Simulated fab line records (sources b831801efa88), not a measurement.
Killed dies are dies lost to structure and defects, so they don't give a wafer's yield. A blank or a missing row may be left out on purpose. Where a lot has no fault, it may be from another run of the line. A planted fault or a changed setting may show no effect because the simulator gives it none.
What tool caused it? + flow gf180mcu + 12 lots with 36 wafers sampled at 2 steps, on a route of 602 steps

## WHAT EACH GAUGE READ, for each wafer
GF_SALICIDE_THK_MEAS_05: measures by xrf.
| lot  | measured     | on            | SALICIDE_TIN_THK (nm) |
|------|--------------|---------------|-----------------------|
| L871 | day 15 06:51 | film-metro-04 | 20.30 20.16 19.98     |
| L874 | day 16 00:23 | film-metro-02 | 19.80 19.84 19.96     |
| L873 | day 16 00:31 | film-metro-04 | 20.22 20.28 20.02     |
| L876 | day 16 18:25 | film-metro-02 | 20.24 20.02 19.99     |
| L877 | day 17 03:16 | film-metro-04 | 20.19 20.14 20.14     |
| L878 | day 17 09:48 | film-metro-02 | 20.10 19.63 19.90     |
| L882 | day 18 17:38 | film-metro-03 | 20.36 20.32 20.13     |
| L888 | day 21 04:32 | film-metro-03 | 19.78 19.89 19.77     |
| L889 | day 21 15:37 | film-metro-04 | 19.88 19.82 19.85     |
| L890 | day 21 20:15 | film-metro-04 | 19.91 20.07 19.96     |
| L891 | day 22 14:07 | film-metro-03 | 19.86 20.17 20.06     |
| L894 | day 23 11:03 | film-metro-03 | 20.33 20.49 20.45     |

GF_CONTACT_BOW_MEAS_05.
| lot  | measured     | on            | CONTACT_BOW (um) |
|------|--------------|---------------|------------------|
| L871 | day 15 07:44 | film-metro-03 | 64 61 68         |
| L874 | day 16 01:16 | film-metro-04 | 68 68 58         |
| L873 | day 16 01:24 | film-metro-03 | 64 67 69         |
| L876 | day 16 19:19 | film-metro-01 | 70 53 63         |
| L877 | day 17 04:09 | film-metro-01 | 63 49 59         |
| L878 | day 17 10:41 | film-metro-03 | 55 70 60         |
| L882 | day 18 18:32 | film-metro-01 | 57 67 41         |
| L888 | day 21 05:26 | film-metro-04 | 63 62 67         |
| L889 | day 21 16:38 | film-metro-01 | 70 67 60         |
| L890 | day 21 21:20 | film-metro-04 | 49 60 64         |
| L891 | day 22 15:01 | film-metro-04 | 68 72 71         |
| L894 | day 23 11:59 | film-metro-01 | 67 66 69         |

## WHAT TOOL EACH LOT RAN ON (gives the tool, then ch and the chambers of the sampled wafers, and finally the start)
The record shows no process step preceding these readings.

## WHAT THE TOOLS THEMSELVES READ (means of the sampled wafers that have a number; where no wafer has one, the mark that the record gives instead)
The record holds no such reading with a usual standard deviation.

## THE ANSWER, worked out from the rows above alone
Rule: what is usual is taken from the lots themselves. The widest of any qualifying gaps counts: lots, ordered by their means at a reading, are off when they make up no more than a third of the lots, leave a main group of 4 or more, and stand apart from it by 3 or more times the standard deviation of that group's means. A main group is skipped when, at the precision printed for the reading in the tables above, its means are all equal. Also off: a lot with no number at a reading for which 4 or more lots have one. The other lots that the step has rows for count as sound. Order of review: gauges by route order, followed by the tools' own readings, for which a lot's mean as printed above is used. The first step at which some lot is off is used, and at that step the reading that is off furthest; a lot without a number counts as furthest.
No lot is off at any reading shown: from this, nothing can be told.

## WHAT WAS PUT IN BY THE SIMULATOR
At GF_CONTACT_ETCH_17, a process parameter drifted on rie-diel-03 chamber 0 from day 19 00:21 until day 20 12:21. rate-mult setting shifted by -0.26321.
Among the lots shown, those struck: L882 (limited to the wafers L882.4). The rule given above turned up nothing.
